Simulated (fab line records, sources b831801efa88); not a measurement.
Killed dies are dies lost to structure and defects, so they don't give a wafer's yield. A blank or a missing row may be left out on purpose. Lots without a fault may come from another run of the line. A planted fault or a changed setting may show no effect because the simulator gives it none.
fab line records | flow sky130
record lots=9 wafers=26 last_day=50
route steps=708 shown METAL4@632 PAD_OPEN@708
lots that met no fault: from a run of the same line without faults
start_h: hours from the record's first day to the start of the lot's first wafer shown | wait_h: hours since the lot's step before | " the same as in the row above | L1.1+2: a row that stands for several wafers | - no value, or no start given | * or withheld: withheld | < > ~ a bound
route shown NAME@n: a module of which the file shows steps, and the number in the route of the first | usual: mean/standard deviation of fault-free wafers | same: alike in all rows | chamber/n: place in a boat | sites: the reading at each site | _std_site: their standard deviation | _edge_site: outer sites' mean less inner sites' | radius_mm: how far each site lies from the wafer's centre | mask NAME#n: copy n | behind: the tool/chamber that last shaped the wafer | hold: why the lot was held/for how many hours/how that ended | device: the transistor (n, p or np) that didn't switch | end of line: the same wafers' tests at the end of the route | a step without rows: its recipe alone | killed: dies lost to structure and defects at the first sort, not the wafer's yield | map: a wafer's dies, x killed, . not, _ none there
set.NAME: the setting as run; set.NAME@STEP: as run at that earlier step | model.NAME: the simulator's own value behind a step, which no gauge read
steps of the route over a sample of lots; a table a step, a row a wafer
services: from which hour (start_h, from the record's first day; less than 0 if before it) a tool's chamber was out of use, for how many hours, and why
## steps
# step SKY_METAL4_ETCH_16
# recipe chemistry=N2/H2 target=BARC ion_energy_ev=200 bias_w=100 pressure_mtorr=30 n2_flow_sccm=100 h2_flow_sccm=200 icp_w=500 stop_on=SiO2 time_s=88.2 target_depth_a=600
# usual chamber_pressure_mTorr=29.999/0.024 drypump_motor_current_A=6.0/0.51 oes_product_au=0.626/0.005 run_length_s=116.6/0.56 throttle_valve_pct=13.206/0.0086
# columns lot.wafer tool chamber start_h wait_h chamber_pressure_mTorr drypump_motor_current_A oes_product_au rf_hours_counter_h run_length_s throttle_valve_pct
L543.1 rie_metal-04 1 992.37 0.0 29.979 5.4 0.617 15 117.3 13.214
L543.2 " 0 " " 30.022 6.6 0.634 17 116.3 13.208
L543.3 " 0 " " 29.978 6.6 0.620 - 116.6 13.214
L544.2 rie_metal-01 0 1012.76 0.0 29.989 6.0 0.621 10 116.4 13.199
L544.3 " 0 " " 30.012 6.0 0.622 - 116.2 13.216
L544.4 " 1 " " 29.951 6.2 0.629 - 115.9 13.197
L545.1 rie_metal-01 1 1014.61 0.0 30.017 6.2 0.629 16 115.9 13.196
L545.4 " 1 " " 29.983 6.2 0.628 - 116.3 13.185
L545.6 " 1 " " 30.005 6.1 0.628 - 116.7 13.206
L553.1 rie_metal-04 1 1054.46 0.0 29.977 5.4 0.633 19 117.9 13.198
L553.3 " 1 " " 30.000 5.4 0.723 - 101.0 13.218
L557.2 rie_metal-01 1 1081.66 0.0 30.052 6.2 0.634 21 116.0 13.204
L557.3 " 0 " " 30.006 5.9 0.630 - 116.5 13.216
L557.6 " 1 " " 29.984 6.2 0.625 - 115.9 13.198
L560.1 rie_metal-01 0 1091.65 0.0 30.001 5.9 0.621 16 116.3 13.212
L560.3 " 0 " " 30.017 5.9 0.631 - 116.3 13.199
L560.5 " 0 " " 29.963 6.0 0.625 - 116.5 13.209
L561.1 rie_metal-03 0 1096.50 0.0 29.968 6.5 0.625 17 115.6 13.198
L561.2 " 1 " " 30.066 5.1 0.632 1 116.5 13.191
L561.4 " 0 " " 30.013 6.5 0.626 - 116.0 13.204
L564.1 rie_metal-01 1 1117.21 0.0 30.001 6.2 0.625 25 115.9 13.211
L564.5 " 0 " " 30.018 5.9 0.616 - 116.6 13.209
L564.6 " 1 " " 30.008 6.1 0.627 - 115.8 13.194
L566.2 rie_metal-03 0 1118.60 0.0 30.019 6.4 0.623 19 115.6 13.199
L566.3 " 1 " " 29.983 5.1 0.620 - 116.1 13.201
L566.6 " 0 " " 29.954 6.4 0.630 - 116.2 13.200
# step SKY_PAD_OPEN_PROBE_99
# usual defect_limited_yield=82.3/1.9 killed_at_M0_to_M3=44/6.5 killed_at_M4_up=3.3/1.9 killed_at_contacts=24/5.3 killed_at_front_end=15/4.5 killed_at_other=0.3/0.58 killed_dies=87/9.3 killed_open=48/6.6 killed_short=39/6.1 sort_bin_3_pad_short=0.9/0.46 sort_bin_5_function=10.5/1.6 sort_bin_6_memory=6.3/1.1 sort_n_pass=405/9.3 sort_yield_pct=82.3/1.9
# same gross_dies=492 killed_at_back_side=0 sort_bin_4_leakage[%]=0 sort_bin_8_speed[%]=0
# columns lot.wafer tool chamber start_h wait_h defect_limited_yield[%] killed_at_M0_to_M3 killed_at_M4_up killed_at_contacts killed_at_front_end killed_at_other killed_dies killed_open killed_short sort_bin_3_pad_short[%] sort_bin_5_function[%] sort_bin_6_memory[%] sort_n_pass sort_yield_pct[%]
L543.1 prober-02 - 1085.97 0.1 81.3 40 2 32 18 0 92 51 41 0.4 12.8 5.5 400 81.3
L543.2 prober-02 - 1086.02 0.1 78.7 52 2 30 21 0 105 52 53 1.6 12.8 6.9 387 78.7
L543.3 prober-02 - 1086.07 0.2 82.7 47 4 22 11 1 85 53 32 1.0 10.2 6.1 407 82.7
L544.2 prober-01 - 1104.78 0.1 83.5 37 4 23 17 0 81 45 36 1.2 10.2 5.1 411 83.5
L544.3 prober-01 - 1104.83 0.2 84.3 37 2 27 11 0 77 49 28 0.2 9.8 5.7 415 84.3
L544.4 prober-01 - 1104.88 0.2 82.9 50 2 16 15 1 84 46 38 1.2 8.9 6.9 408 82.9
L545.1 prober-01 - 1106.73 0.1 82.5 46 6 22 12 0 86 48 38 0.2 11.4 5.9 406 82.5
L545.4 prober-01 - 1106.88 0.2 84.1 39 4 17 17 1 78 51 27 0 8.5 7.3 414 84.1
L545.6 prober-01 - 1106.98 0.2 84.1 39 5 15 19 0 78 39 39 1.0 10.4 4.5 414 84.1
L553.1 prober-02 - 1143.13 0.1 82.7 45 5 24 11 0 85 43 42 0.2 11.2 5.9 407 82.7
L553.3 prober-02 - 1143.23 0.2 80.7 52 2 27 14 0 95 53 42 1.0 12.6 5.7 397 80.7
L557.2 prober-02 - 1165.94 0.1 76.6 59 3 31 22 0 115 65 50 0.4 15.4 7.5 377 76.6
L557.3 prober-02 - 1165.99 0.2 78.9 60 8 15 20 1 104 61 43 0.4 12.4 8.3 388 78.9
L557.6 prober-02 - 1166.14 0.2 81.9 52 7 21 8 1 89 38 51 1.0 11.0 6.1 403 81.9
L560.1 prober-01 - 1174.88 0.1 81.7 42 4 27 17 0 90 57 33 1.2 11.2 5.9 402 81.7
L560.3 prober-01 - 1174.98 0.2 79.3 55 4 30 13 0 102 53 49 1.2 13.2 6.3 390 79.3
L560.5 prober-01 - 1175.08 0.2 77.4 56 0 27 28 0 111 56 55 1.2 13.6 7.7 381 77.4
L561.1 prober-02 - 1177.75 0.1 85.4 31 3 25 13 0 72 38 34 0.8 8.3 5.5 420 85.4
L561.2 prober-02 - 1177.80 0.1 81.1 50 1 32 10 0 93 56 37 0.6 10.6 7.7 399 81.1
L561.4 prober-02 - 1177.90 0.2 83.3 34 5 27 15 1 82 43 39 0.2 10.0 6.5 410 83.3
L564.1 prober-01 - 1192.64 0.1 80.3 43 5 25 24 0 97 55 42 1.2 11.2 7.3 395 80.3
L564.5 prober-01 - 1192.84 0.2 81.9 40 1 34 14 0 89 54 35 0.8 10.0 7.3 403 81.9
L564.6 prober-01 - 1192.89 0.2 86.2 35 5 18 10 0 68 36 32 0.6 9.1 4.1 424 86.2
L566.2 prober-02 - 1193.95 0.1 78.9 50 4 32 18 0 104 56 48 0.4 14.4 6.3 388 78.9
L566.3 prober-02 - 1194.00 0.2 82.7 41 3 29 11 1 85 49 36 1.4 10.2 5.7 407 82.7
L566.6 prober-02 - 1194.15 0.2 84.6 44 3 16 13 0 76 41 35 0.6 9.3 5.5 416 84.6
# killed by level:class
L543.1 CONTACT:geometric_particle:open=15 FIELD_ISO:geometric_particle:short=9 LOCAL_INTERCONNECT:geometric_particle:short=7 VIA2:geometric_particle:open=7 VIA1:geometric_particle:open=7 LI_CONTACT:geometric_particle:open=6 VIA3:geometric_particle:open=6 FIELD_ISO:geometric_particle:open=5
L543.2 VIA1:geometric_particle:open=12 METAL1:geometric_particle:short=10 POLY_GATE:geometric_particle:open=7 LI_CONTACT:geometric_particle:open=7 CONTACT:geometric_particle:open=7 CONTACT:geometric_particle:short=6 VIA2:geometric_particle:open=6 VIA3:geometric_particle:open=6
L543.3 VIA1:geometric_particle:open=11 VIA3:geometric_particle:open=10 LI_CONTACT:geometric_particle:open=8 CONTACT:geometric_particle:open=8 METAL2:geometric_particle:short=7 VIA2:geometric_particle:open=5 METAL1:geometric_particle:short=4 SPACER:geometric_particle:open=3
L544.2 VIA3:geometric_particle:open=9 CONTACT:geometric_particle:open=7 POLY_GATE:geometric_particle:short=6 LI_CONTACT:geometric_particle:open=6 VIA2:geometric_particle:short=5 LI_CONTACT:geometric_particle:short=5 VIA1:geometric_particle:open=5 VIA2:geometric_particle:open=5
L544.3 CONTACT:geometric_particle:open=15 VIA1:geometric_particle:open=10 LI_CONTACT:geometric_particle:open=7 VIA2:geometric_particle:open=6 VIA3:geometric_particle:open=4 METAL2:geometric_particle:short=4 FIELD_ISO:geometric_particle:short=3 CONTACT:geometric_particle:short=3
L544.4 VIA1:geometric_particle:open=13 VIA3:geometric_particle:open=9 LI_CONTACT:geometric_particle:open=7 METAL1:geometric_particle:short=7 FIELD_ISO:geometric_particle:short=5 CONTACT:geometric_particle:open=5 METAL2:geometric_particle:short=5 VIA1:geometric_particle:short=4
L545.1 CONTACT:geometric_particle:open=10 VIA1:geometric_particle:open=10 VIA2:geometric_particle:open=9 LI_CONTACT:geometric_particle:open=6 VIA3:geometric_particle:short=6 METAL1:geometric_particle:short=5 VIA2:geometric_particle:short=5 VIA1:geometric_particle:short=4
L545.4 VIA1:geometric_particle:open=15 CONTACT:geometric_particle:open=8 LI_CONTACT:geometric_particle:open=6 VIA2:geometric_particle:short=6 POLY_GATE:geometric_particle:open=5 VIA3:geometric_particle:open=5 POLY_GATE:geometric_particle:short=4 FIELD_ISO:geometric_particle:short=3
L545.6 CONTACT:geometric_particle:open=7 VIA1:geometric_particle:open=7 FIELD_ISO:geometric_particle:short=6 VIA3:geometric_particle:open=6 METAL3:geometric_particle:short=5 METAL4:geometric_particle:short=5 LI_CONTACT:geometric_particle:short=4 FIELD_ISO:geometric_particle:open=3
L553.1 VIA1:geometric_particle:open=13 VIA3:geometric_particle:open=8 LI_CONTACT:geometric_particle:open=6 CONTACT:geometric_particle:open=6 METAL2:geometric_particle:short=6 LOCAL_INTERCONNECT:geometric_particle:short=5 CONTACT:geometric_particle:short=5 FIELD_ISO:geometric_particle:short=4
L553.3 VIA1:geometric_particle:open=12 METAL1:geometric_particle:short=10 LI_CONTACT:geometric_particle:open=8 CONTACT:geometric_particle:open=8 METAL3:geometric_particle:short=7 VIA3:geometric_particle:open=6 FIELD_ISO:geometric_particle:short=5 CONTACT:geometric_particle:short=5
L557.2 VIA1:geometric_particle:open=14 VIA3:geometric_particle:open=11 CONTACT:geometric_particle:open=11 FIELD_ISO:geometric_particle:open=9 LI_CONTACT:geometric_particle:open=9 METAL2:geometric_particle:short=6 VIA1:geometric_particle:short=6 CONTACT:geometric_particle:short=6
L557.3 VIA1:geometric_particle:open=14 VIA3:geometric_particle:open=8 FIELD_ISO:geometric_particle:open=6 LI_CONTACT:geometric_particle:open=6 CONTACT:geometric_particle:open=6 METAL1:geometric_particle:short=6 VIA1:geometric_particle:short=6 METAL2:geometric_particle:short=6
L557.6 METAL1:geometric_particle:short=9 VIA1:geometric_particle:open=8 CONTACT:geometric_particle:open=6 VIA1:geometric_particle:short=6 METAL4:geometric_particle:short=6 METAL3:geometric_particle:short=5 METAL2:geometric_particle:open=5 VIA2:geometric_particle:open=5
L560.1 VIA1:geometric_particle:open=12 LI_CONTACT:geometric_particle:open=10 CONTACT:geometric_particle:open=8 FIELD_ISO:geometric_particle:open=6 POLY_GATE:geometric_particle:open=6 CONTACT:geometric_particle:short=6 VIA3:geometric_particle:open=6 METAL2:geometric_particle:short=5
L560.3 VIA1:geometric_particle:open=13 CONTACT:geometric_particle:open=9 LI_CONTACT:geometric_particle:open=7 CONTACT:geometric_particle:short=7 METAL2:geometric_particle:short=7 VIA1:geometric_particle:short=6 VIA2:geometric_particle:open=6 VIA3:geometric_particle:open=6
L560.5 VIA1:geometric_particle:open=12 VIA1:geometric_particle:short=9 LI_CONTACT:geometric_particle:open=8 CONTACT:geometric_particle:open=8 VIA3:geometric_particle:open=8 FIELD_ISO:geometric_particle:short=7 VIA3:geometric_particle:short=7 LOCAL_INTERCONNECT:geometric_particle:short=6
L561.1 VIA1:geometric_particle:open=12 LI_CONTACT:geometric_particle:open=9 FIELD_ISO:geometric_particle:short=6 CONTACT:geometric_particle:short=5 CONTACT:geometric_particle:open=5 VIA2:geometric_particle:open=4 METAL1:geometric_particle:short=4 POLY_GATE:geometric_particle:short=3
L561.2 VIA1:geometric_particle:open=13 CONTACT:geometric_particle:open=12 VIA1:geometric_particle:short=9 VIA3:geometric_particle:open=7 LI_CONTACT:geometric_particle:open=6 VIA2:geometric_particle:open=6 FIELD_ISO:geometric_particle:open=5 LOCAL_INTERCONNECT:geometric_particle:short=5
L561.4 VIA1:geometric_particle:open=15 LOCAL_INTERCONNECT:geometric_particle:short=11 CONTACT:geometric_particle:open=9 FIELD_ISO:geometric_particle:short=5 VIA1:geometric_particle:short=4 METAL4:geometric_particle:short=4 FIELD_ISO:geometric_particle:open=3 POLY_GATE:geometric_particle:open=3
L564.1 CONTACT:geometric_particle:open=16 VIA1:geometric_particle:open=10 VIA2:geometric_particle:open=8 POLY_GATE:geometric_particle:open=7 VIA3:geometric_particle:open=7 FIELD_ISO:geometric_particle:short=6 POLY_GATE:geometric_particle:short=6 METAL2:geometric_particle:short=6
L564.5 CONTACT:geometric_particle:open=15 VIA1:geometric_particle:open=10 LI_CONTACT:geometric_particle:open=9 VIA3:geometric_particle:open=6 METAL2:geometric_particle:short=6 METAL1:geometric_particle:short=5 VIA2:geometric_particle:open=5 POLY_GATE:geometric_particle:short=3
L564.6 VIA1:geometric_particle:open=10 CONTACT:geometric_particle:open=8 VIA1:geometric_particle:short=5 VIA2:geometric_particle:open=4 METAL4:geometric_particle:short=4 FIELD_ISO:geometric_particle:short=3 POLY_GATE:geometric_particle:open=3 LI_CONTACT:geometric_particle:open=3
L566.2 VIA1:geometric_particle:open=13 LI_CONTACT:geometric_particle:open=11 CONTACT:geometric_particle:open=9 POLY_GATE:geometric_particle:short=7 VIA2:geometric_particle:open=7 METAL2:geometric_particle:short=6 VIA3:geometric_particle:open=6 FIELD_ISO:geometric_particle:open=5
L566.3 CONTACT:geometric_particle:open=11 VIA2:geometric_particle:open=9 METAL1:geometric_particle:short=7 CONTACT:geometric_particle:short=6 VIA1:geometric_particle:open=6 VIA3:geometric_particle:open=6 LI_CONTACT:geometric_particle:open=5 POLY_GATE:geometric_particle:open=4
L566.6 VIA1:geometric_particle:open=13 VIA1:geometric_particle:short=11 CONTACT:geometric_particle:open=7 METAL1:geometric_particle:short=6 FIELD_ISO:geometric_particle:open=5 VIA2:geometric_particle:open=5 CONTACT:geometric_particle:short=4 LI_CONTACT:geometric_particle:open=3
## services
# columns tool chamber start_h hours kind
rie_metal-03 - 974.54 2.8 pm
rie_metal-03 1 1054.76 - clean
rie_metal-03 1 1054.76 19.7 scheduled_down
rie_metal-03 1 1054.76 19.7 vent_cycle
rie_metal-03 - 1059.09 14.6 pm
rie_metal-03 - 1088.16 6.5 repair
rie_metal-01 - 1101.08 2.8 pm
## key
first_sign step=SKY_METAL4_ETCH_16 reading=run_length_s direction=down sigmas=28 usual=* struck=*
effect step=SKY_METAL4_ETCH_16 reading=oes_product_au direction=up sigmas=19 usual=0.626 struck=0.723
met_at SKY_METAL4_ETCH_16
struck_lots L553
struck_wafers L553.3
onset_between 992.37 1054.46
fault kind=process_parameter_drift tool=rie_metal-04 chamber=- onset_h=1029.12 steps=SKY_METAL4_ETCH_16 channel=time_s offset=* shape=step end_h=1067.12 scope=struck_wafers_only acts_in=* stated=*
